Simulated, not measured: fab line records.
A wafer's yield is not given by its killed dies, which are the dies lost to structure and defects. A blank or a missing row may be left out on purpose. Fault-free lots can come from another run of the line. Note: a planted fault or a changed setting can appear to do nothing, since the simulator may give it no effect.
The same fault as seen by 2 desks -- flow gf180mcu -- each desk holds nothing but its own numbers, with what lay behind them at the end

== DESK OF THE TOOL OWNER: cmp-02 ==
The tool's own readings at GF_V5_CMP_26 (polishes, stops on SiO2, t overpolish 15 s, target thk 0 nm): means of the sampled wafers that have a number, for each lot that ran on this tool. A lot is out of limits, marked OUT, if its mean lies more than 4 standard deviations from the usual mean; the brackets give that distance.
Columns: A = edgeZonePressureFrac at GF_V5_CMP_26, usual 1.000; B = headPressurePsi at GF_V5_CMP_26, usual 3.500 psi; C = motorCurrentA at GF_V5_CMP_26, usual 11.1 A; D = overpolishRunS at GF_V5_CMP_26, usual 15.001 s; E = timeToEndpointS at GF_V5_CMP_26, usual 84.6 s
lot,first seen here,A,B,C,D,E
L281,day 27 04:26,0.999,3.502,11.9,14.999,85.3
L295,day 31 11:44,1.003,3.499,12.6,15.001,85.8
L300,day 32 16:29,0.999,3.502,12.5,14.996,83.6
L301,day 32 20:47,1.000,3.493,11.2,14.998,87.2
L302,day 33 04:50,1.000,3.509,11.5,14.992,87.4
This desk found nothing out of limits on any of the 5 lots.

== FROM THE METROLOGY DESK ==
What the gauges read for every lot (on any tool): the sampled wafers with a number, averaged. A lot is out of limits, marked OUT, if its mean lies more than 4 standard deviations from the usual mean; the brackets give that distance.
Columns: A = PASSIVATION_CVD_00_THK at GF_PASSIVATION_THK_MEAS_01, usual 1000 nm
lot,first seen here,A
L281,day 28 02:04,1004
L286,day 29 16:14,997
L288,day 30 08:38,1005
L292,day 31 14:08,997
L293,day 31 17:01,995
L295,day 32 06:07,997
L300,day 33 10:04,1010
L301,day 33 13:26,990
L302,day 33 21:50,1001
L303,day 34 01:31,994
L304,day 34 07:23,996
This desk found nothing out of limits on any of the 11 lots.

== ALL TOGETHER ==
The desk of the tool owner found nothing out of limits.
The metrology desk saw nothing out of limits.

== WHAT THE SIMULATOR HAD PUT IN ==
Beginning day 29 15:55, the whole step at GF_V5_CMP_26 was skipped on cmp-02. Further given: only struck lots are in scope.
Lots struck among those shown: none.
